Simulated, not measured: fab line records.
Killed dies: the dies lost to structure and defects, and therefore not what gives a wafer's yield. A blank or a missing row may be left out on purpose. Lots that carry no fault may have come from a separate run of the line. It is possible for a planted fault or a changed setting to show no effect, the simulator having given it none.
fab line records ; flow sfq-line
[record] lots = 6; wafers = 18; last-day = 89
route steps=325 shown M3@122 I3@133
lots that met no fault: taken from a fault-free run of the same line
start-h: hours from the record's first day to the start of the lot's first wafer shown ; wait-h: hours elapsed since this lot's preceding step ; " the same as in the row above ; L1.1+2: several wafers, shown together as one row ; - no value, or no start given ; * or withheld: withheld ; < > ~ a bound
route shown NAME@n: names a module that has steps shown in the file, with the first one's number in the route ; usual: the fault-free wafers' mean and standard deviation ; same: alike in all rows ; chamber/n: place in a boat ; sites: per-site readings ; _std_site: the values' standard deviation ; _edge_site: outer sites' mean less inner sites' ; radius-mm: how far each site lies from the wafer's centre ; mask NAME#n: copy n ; behind: tool/chamber where the wafer was last shaped ; hold: what put the lot on hold/how long, in hours/how the hold closed ; device: transistor that didn't switch, given as n, p or np ; end of line: the same wafers' tests at the end of the route ; a step given without rows: its recipe and nothing more ; killed: count of dies lost to structure and defects at first sort (not the wafer's yield) ; map: a wafer's dies, marking killed ones x, the rest . and places with no die _
set.NAME: setting as actually run; set.NAME@STEP: the setting as run at that earlier step ; model.NAME: the simulator's own value behind a step, which no gauge read
lots at some steps of the route; a table a step, a row a wafer
services: when a tool's chamber went out of use (start-h, in hours from the record's first day, below 0 if earlier), for how many hours, and the reason
[[steps]]
[step SFQ_TRILAYER_M3_LITHO_COAT_080]
[recipe] resist = BARC; spin-rpm = 3000; resist-thk-nm = 62
[step SFQ_TRILAYER_M3_LITHO_COAT_075]
[recipe] resist = KrF; spin-rpm = 3000; resist-thk-nm = 600
[step SFQ_TRILAYER_M3_LITHO_SOFTBAKE_079]
[recipe] temp-c = withheld; time-s = withheld; resist = KrF
[step SFQ_TRILAYER_M3_LITHO_EXPOSE_076]
[recipe] mask-id = M3; na = 0.6; source-shape = conventional; sigma-outer = 0.65; target-cd-nm = 500; dose-mj = 14.4
[step SFQ_TRILAYER_M3_LITHO_PEB_078]
[recipe] peb-temp-c = 115; peb-time-s = 60; resist = KrF
[step SFQ_TRILAYER_M3_LITHO_DEVELOP_077]
[recipe] time-s = 60; resist = KrF
[step SFQ_M3_OVL_MEAS_921]
[usual] M3_OVL = 1/4.7
lot.wafer;tool;chamber;start-h;wait-h;M3_OVL[nm]
L261.1;overlay-01;-;1019.08;0.1;-1
L261.2;overlay-01;-;1019.08;0.1;-9
L261.4;overlay-01;-;1019.08;0.1;-7
L267.1;overlay-01;-;1082.10;0.1;-8
L267.4;overlay-01;-;1082.10;0.1;3
L267.5;overlay-01;-;1082.10;0.1;-6
L268.1;overlay-02;-;1094.10;0.1;-1
L268.2;overlay-02;-;1094.10;0.1;-4
L268.4;overlay-02;-;1094.10;0.1;-5
L270.3;overlay-02;-;1130.42;0.1;4
L270.4;overlay-02;-;1130.42;0.1;5
L270.6;overlay-02;-;1130.42;0.1;4
L276.1;overlay-02;-;1166.87;0.1;1
L276.2;overlay-02;-;1166.87;0.1;5
L276.6;overlay-02;-;1166.87;0.1;4
L280.1;overlay-02;-;1199.27;0.1;2
L280.3;overlay-02;-;1199.27;0.1;4
L280.6;overlay-02;-;1199.27;0.1;0
[step SFQ_TRILAYER_M3_BARC_OPEN_METAL_ETCH_100]
[recipe] mask-material = PR; chemistry = O2; target-depth-nm = 125; target = BARC; icp-w = 600; bias-w = 80; pressure-mtorr = 10; time-s = 41.7
[usual] drypump-motor-current-A = 5.59/0.29; he-backside-leak-sccm = 3.65/0.2; oes-product-au = 0.685/0.0046
lot.wafer;tool;chamber;start-h;wait-h;drypump-motor-current-A;he-backside-leak-sccm;oes-product-au;rf-hours-counter-h
L261.1;rie-metal-04;1;1019.12;0.0;5.32;3.74;0.688;75
L261.2;rie-metal-04;0;1019.12;0.0;5.17;3.62;0.680;92
L261.4;rie-metal-04;0;1019.12;0.0;5.19;3.75;0.681;-
L267.1;rie-metal-04;0;1082.13;0.0;5.17;3.73;0.681;100
L267.4;rie-metal-04;0;1082.13;0.0;5.17;3.84;0.687;-
L267.5;rie-metal-04;0;1082.13;0.0;5.17;3.57;0.689;-
L268.1;rie-metal-04;1;1094.13;0.0;5.35;3.64;0.691;86
L268.2;rie-metal-04;0;1094.13;0.0;5.18;3.66;0.688;102
L268.4;rie-metal-04;1;1094.13;0.0;5.36;3.62;0.686;-
L270.3;rie-metal-01;1;1130.46;0.0;5.71;4.98;0.681;-
L270.4;rie-metal-01;0;1130.46;0.0;5.81;3.67;0.686;-
L270.6;rie-metal-01;0;1130.46;0.0;5.81;3.67;0.681;-
L276.1;rie-metal-02;1;1166.91;0.0;5.74;3.85;0.676;46
L276.2;rie-metal-02;0;1166.91;0.0;5.97;3.77;0.682;75
L276.6;rie-metal-02;1;1166.91;0.0;5.74;3.75;0.680;-
L280.1;rie-metal-01;1;1199.31;0.0;5.69;3.40;0.679;134
L280.3;rie-metal-01;1;1199.31;0.0;5.70;3.61;0.684;-
L280.6;rie-metal-01;1;1199.31;0.0;5.72;3.43;0.685;-
[step SFQ_TRILAYER_M3_ETCH_METAL_ETCH_078]
[recipe] target = Nb; stop-on = SiO2; mask-material = PR; chemistry = Cl2/Ar; target-depth-nm = 240; icp-w = 600; bias-w = 80; pressure-mtorr = 10; time-s = 120
[usual] drypump-motor-current-A = 5.59/0.3; he-backside-leak-sccm = 3.64/0.16; oes-product-au = 0.896/0.0066
lot.wafer;tool;chamber;start-h;wait-h;drypump-motor-current-A;he-backside-leak-sccm;oes-product-au;rf-hours-counter-h
L261.1;rie-metal-04;1;1019.18;0.0;5.32;3.64;0.899;75
L261.2;rie-metal-04;0;1019.18;0.0;5.17;3.49;0.891;92
L261.4;rie-metal-04;0;1019.18;0.0;5.17;3.52;0.895;-
L267.1;rie-metal-04;0;1082.19;0.0;5.18;3.83;0.897;100
L267.4;rie-metal-04;0;1082.19;0.0;5.18;3.58;0.901;-
L267.5;rie-metal-04;0;1082.19;0.0;5.19;3.58;0.902;-
L268.1;rie-metal-04;1;1094.19;0.0;5.35;3.55;0.886;86
L268.2;rie-metal-04;0;1094.19;0.0;5.17;3.90;0.897;102
L268.4;rie-metal-04;1;1094.19;0.0;5.36;3.65;0.898;-
L270.3;rie-metal-01;1;1130.54;0.1;5.72;3.28;0.893;-
L270.4;rie-metal-01;0;1130.54;0.1;5.80;3.60;0.903;-
L270.6;rie-metal-01;0;1130.54;0.1;5.81;3.52;0.890;-
L276.1;rie-metal-02;1;1166.97;0.0;5.76;3.44;0.907;46
L276.2;rie-metal-02;0;1166.97;0.0;6.02;3.78;0.895;75
L276.6;rie-metal-02;1;1166.97;0.0;5.79;3.56;0.900;-
L280.1;rie-metal-01;1;1199.37;0.0;5.73;3.52;0.885;134
L280.3;rie-metal-01;1;1199.37;0.0;5.71;3.36;0.888;-
L280.6;rie-metal-01;1;1199.37;0.0;5.72;3.36;0.893;-
[step SFQ_TRILAYER_M3_STRIP_STRIP_079]
[recipe] gas = O2; power-w = 200; platen-temp-c = 40; overash-fraction = 0.65; chemistry = O2; pressure-mtorr = 50
[usual] drypump-motor-current-A = 5.59/0.29; he-backside-leak-sccm = 3.7/0.32; oes-product-au = 1.000/0.0072
lot.wafer;tool;chamber;start-h;wait-h;drypump-motor-current-A;he-backside-leak-sccm;oes-product-au;rf-hours-counter-h
L261.1;rie-metal-04;1;1019.30;0.1;5.32;3.7;1.005;75
L261.2;rie-metal-04;0;1019.30;0.1;5.16;3.5;1.008;93
L261.4;rie-metal-04;0;1019.30;0.1;5.16;3.6;1.000;-
L267.1;rie-metal-04;0;1082.32;0.1;5.17;3.8;0.998;100
L267.4;rie-metal-04;0;1082.32;0.1;5.19;3.7;0.994;-
L267.5;rie-metal-04;0;1082.32;0.1;5.19;3.6;1.011;-
L268.1;rie-metal-04;1;1094.32;0.1;5.34;3.7;1.010;86
L268.2;rie-metal-04;0;1094.32;0.1;5.18;3.8;1.002;102
L268.4;rie-metal-04;1;1094.32;0.1;5.31;3.7;1.003;-
L270.3;rie-metal-01;1;1130.82;0.2;5.67;3.6;1.006;-
L270.4;rie-metal-01;0;1130.82;0.2;5.78;3.5;1.006;-
L270.6;rie-metal-01;0;1130.82;0.2;5.81;3.7;1.003;-
L276.1;rie-metal-02;1;1167.09;0.1;5.76;3.4;1.004;46
L276.2;rie-metal-02;0;1167.09;0.1;5.98;3.7;0.998;75
L276.6;rie-metal-02;1;1167.09;0.1;5.75;3.7;0.996;-
L280.1;rie-metal-01;1;1199.49;0.1;5.70;3.3;0.989;134
L280.3;rie-metal-01;1;1199.49;0.1;5.70;3.4;0.995;-
L280.6;rie-metal-01;1;1199.49;0.1;5.71;3.4;0.990;-
[step SFQ_TRILAYER_M3_STRIP_SOLV_CLEAN_080]
[recipe] chemistry = NMP; temp-c = 70; time-s = 600
[step SFQ_TRILAYER_I3_DEP_PECVD_081]
[recipe] material = SiO2; temp-c = 150; time-s = 111.11; pressure-torr = 2.4; rf-w = 183.3; precursor = SiH4/N2O; target-thk-nm = 500
[usual] heater-power-w = 92/17; rf-fwd-power-W = 182.2/0.67; throttle-valve-pct = 24.9/0.86
lot.wafer;tool;chamber;start-h;wait-h;heater-power-w;rf-fwd-power-W;throttle-valve-pct;model.SiO2_of_TRILAYER_I3_DEP_PECVD_081.thk-nm
L261.1;pecvd-01;1;1020.08;0.0;112;183.1;25.6;496.6
L261.2;pecvd-01;2;1020.08;0.0;81;181.8;26.5;490.9
L261.4;pecvd-01;1;1020.08;0.0;120;181.8;25.7;502.9
L267.1;pecvd-04;1;1083.09;0.0;100;182.4;24.9;487.8
L267.4;pecvd-04;2;1083.09;0.0;108;181.0;24.6;494.8
L267.5;pecvd-04;0;1083.09;0.0;82;180.5;25.0;499.7
L268.1;pecvd-04;1;1095.11;0.0;96;180.6;24.6;492
L268.2;pecvd-04;2;1095.11;0.0;89;211.6;25.0;518
L268.4;pecvd-04;0;1095.11;0.0;85;182.3;25.0;504.8
L270.3;pecvd-04;0;1131.40;0.0;73;182.8;25.2;493.6
L270.4;pecvd-04;2;1131.40;0.0;95;212.2;24.9;527.3
L270.6;pecvd-04;0;1131.40;0.0;75;183.4;25.2;503.3
L276.1;pecvd-02;2;1167.87;0.0;80;183.5;25.0;498
L276.2;pecvd-02;0;1167.87;0.0;89;181.8;23.2;491.7
L276.6;pecvd-02;0;1167.87;0.0;90;182.5;23.1;494.4
L280.1;pecvd-01;0;1200.27;0.0;49;181.2;25.5;496.1
L280.3;pecvd-01;1;1200.27;0.0;124;183.0;25.8;496
L280.6;pecvd-01;1;1200.27;0.0;129;183.0;25.5;504.5
[step SFQ_TRILAYER_I3_CMP_CMP_082]
[recipe] material = SiO2; down-force-psi = 3; platen-rpm = 60; pad-velocity-m-s = 0.94248
[usual] motor-current-A = 10.6/0.82; time-to-endpoint-s = 213/7.2
lot.wafer;tool;chamber;start-h;wait-h;motor-current-A;time-to-endpoint-s
L261.4;cmp-01;0;1020.19;0.0;11.9;218
L261.1;cmp-01;1;1020.19;0.0;9.3;208
L261.2;cmp-01;2;1020.19;0.0;11.3;212
L267.1;cmp-01;1;1084.27;1.1;9.3;192
L267.4;cmp-01;2;1084.27;1.1;11.2;208
L267.5;cmp-01;0;1085.77;2.6;11.2;202
L268.1;cmp-01;1;1095.19;0.0;8.9;204
L268.4;cmp-01;2;1095.19;0.0;10.6;221
L268.2;cmp-01;3;1095.19;0.0;10.4;226
L270.3;cmp-01;3;1146.87;15.4;10.0;203
L270.4;cmp-01;0;1146.87;15.4;11.6;234
L270.6;cmp-01;3;1148.87;17.4;9.9;213
L276.2;cmp-01;2;1188.87;21.0;10.8;203
L276.1;cmp-01;3;1188.87;21.0;10.5;210
L276.6;cmp-01;3;1191.37;23.4;10.3;212
L280.3;cmp-02;3;1233.07;32.8;10.6;208
L280.1;cmp-02;0;1233.07;32.8;11.6;207
L280.6;cmp-02;1;1233.07;32.8;11.4;228
[[services]]
tool;chamber;start-h;hours;kind
pecvd-01;2;995.55;14.7;repair
cmp-01;-;1009.61;0.5;repair
pecvd-01;0;1010.85;17.6;repair
pecvd-01;-;1027.62;0.5;repair
rie-metal-02;-;1031.80;1.4;pm
rie-metal-04;0;1058.15;8.0;repair
cmp-02;-;1088.57;4.0;pm
pecvd-02;2;1092.18;4.7;repair
pecvd-01;-;1093.48;18.2;repair
pecvd-02;2;1104.01;9.9;repair
pecvd-02;-;1119.95;2.8;pm
cmp-02;-;1124.40;0.7;repair
rie-metal-04;-;1138.42;2.8;pm
pecvd-02;-;1149.76;1.1;repair
rie-metal-04;-;1154.67;0.7;repair
pecvd-02;1;1173.72;7.8;repair
cmp-01;-;1197.87;6.6;pm
pecvd-01;0;1211.57;10.7;repair
rie-metal-01;1;1212.09;-;clean
rie-metal-01;1;1212.09;-;consumable-replace:focus-ring
rie-metal-01;1;1212.09;17.3;scheduled-down
cmp-02;-;1221.10;1.9;repair
cmp-02;-;1227.74;0.5;repair
pecvd-02;1;1232.88;23.1;repair
[[key]]
[first-sign] step = SFQ_TRILAYER_I3_DEP_PECVD_081; reading = rf-fwd-power-W; direction = up; sigmas = 44; usual = 182.2; struck = 211.9
effect none on later readings
[model-effect] step = SFQ_TRILAYER_I3_DEP_PECVD_081; value = SiO2_of_TRILAYER_I3_DEP_PECVD_081.thk-nm; without = 499.9; struck = 522.7
met-at SFQ_TRILAYER_I3_DEP_PECVD_081
struck-wafers L268.2,L270.4
onset-between 1083.09 1095.11
[fault] kind = process-parameter-drift; tool = pecvd-04; chamber = 2; onset-h = 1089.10; steps = SFQ_TRILAYER_I3_DEP_PECVD_081; channel = rf-w; offset = 29.328; shape = step; end-h = 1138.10; acts-in = these-recipes-only; stated = 183.3
